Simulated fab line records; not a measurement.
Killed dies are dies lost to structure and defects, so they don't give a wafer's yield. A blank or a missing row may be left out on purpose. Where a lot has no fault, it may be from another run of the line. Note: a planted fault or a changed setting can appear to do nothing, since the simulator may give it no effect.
Struck lot and sound lot, side by side + flow gf180mcu + 14 out of 602 route steps
Sound: the wafers L703.2, L703.4, L703.5. Struck: wafers L693.3, L693.5, L693.6. Last of all comes the cause.
At each step with rows: each side's tool, then ch and its chambers, then its first start. Under that, the readings that differ: sound wafers + struck wafers + difference of the means + sigmas: that difference in standard deviations of wafers without a fault.
alike: readings whose means differ by less than 2 such deviations, and words and numbers that are the same on both sides. not compared: withheld readings, readings that some wafer has no value for, bounds like >300 that may hide the same value, and numbers for which the record gives no deviation and whose values overlap.
The two part at a step that has a row with sigmas, a row that says differs or no value, or rows on one side only. Numbers that don't overlap but have no deviation are shown without sigmas and don't part them. Lack of a reading on every wafer of one side parts them only where that side has two or more wafers.

first, 6 steps without rows for these wafers: GF_POLY_GATE_COAT_04; GF_POLY_GATE_COAT_05 (resist thk 709.9 nm); GF_POLY_GATE_SOFTBAKE_06 (time 60 s); GF_POLY_GATE_EXPOSE_07 (exposes mask Poly2, target cd 280 nm); GF_POLY_GATE_PEB_08 (peb time 90 s); GF_POLY_GATE_DEVELOP_09 (develop time 60 s).
GF_POLY_GATE_CD_MEAS_10 targets a cd of 280 nm.
  struck on cd sem-02, day 9 19:56; sound on cd sem-01, day 13 06:18
  alike: cd nm
GF_POLY_GATE_OVL_MEAS_11:
  struck on overlay-01, day 9 20:01; sound on overlay-01, day 13 06:24
  alike: POLY_GATE_OVL
GF_POLY_GATE_ETCH_12: etches BARC in N2/H2.
  sound on rie diel-01 ch 1,2,3, day 13 06:26; struck on rie diel-03 ch 0,1,3, day 9 20:02
  alike: drypump motor current A, oes product au, throttle valve pct
GF_POLY_GATE_ETCH_13: etches poly-Si in HBr/Cl2, stops on SiO2, target depth 198.5 nm, time 69.6 s.
  sound on rie si-01 ch 1,2,3, day 13 06:29; struck on rie si-02 ch 1,2, day 9 20:05
  alike: drypump motor current A, oes product au, throttle valve pct
  not compared: rf hours counter h
GF_POLY_GATE_STRIP_14: strips in O2/N2.
  sound on plasma asher-04 ch 1, day 13 06:32; struck on plasma asher-02 ch 0,1, day 9 20:11
  alike: drypump motor current A, heater power w, oes product au
  not compared: rf hours counter h
then, 1 step without rows for these wafers: GF_POLY_GATE_CLEAN_15 (cleans in SC1/SC2, time 150 s).
GF_POLY_GATE_OXIDATION_16: stabilise 600 s, purge 300 s, target thk 4 nm.
  sound on furnace-02 ch 0, day 13 07:35; struck on furnace-01, day 9 22:02
  no value came back on the struck wafers for ox temp c (C), ox temp c max; on the sound wafers ox temp c (C) reads 850.3 849.3 849.7
GF_POLY_GATE_CD_MEAS_18:
  struck on cd sem-02, day 10 02:17; sound on cd sem-02, day 13 08:56
| reading | sound | struck                                                                     | difference                   | sigmas |
|---------|-------|----------------------------------------------------------------------------|------------------------------|--------|
| hold    | - - - | await dispo/2.5h/release await dispo/2.5h/release await dispo/2.5h/release | no value on the sound wafers |        |
  alike: cd nm

== WHERE THEY PART ==
Earliest at GF_POLY_GATE_OXIDATION_16; latest, in this record, at GF_POLY_GATE_CD_MEAS_18.

WHY: what had been put in by the simulator
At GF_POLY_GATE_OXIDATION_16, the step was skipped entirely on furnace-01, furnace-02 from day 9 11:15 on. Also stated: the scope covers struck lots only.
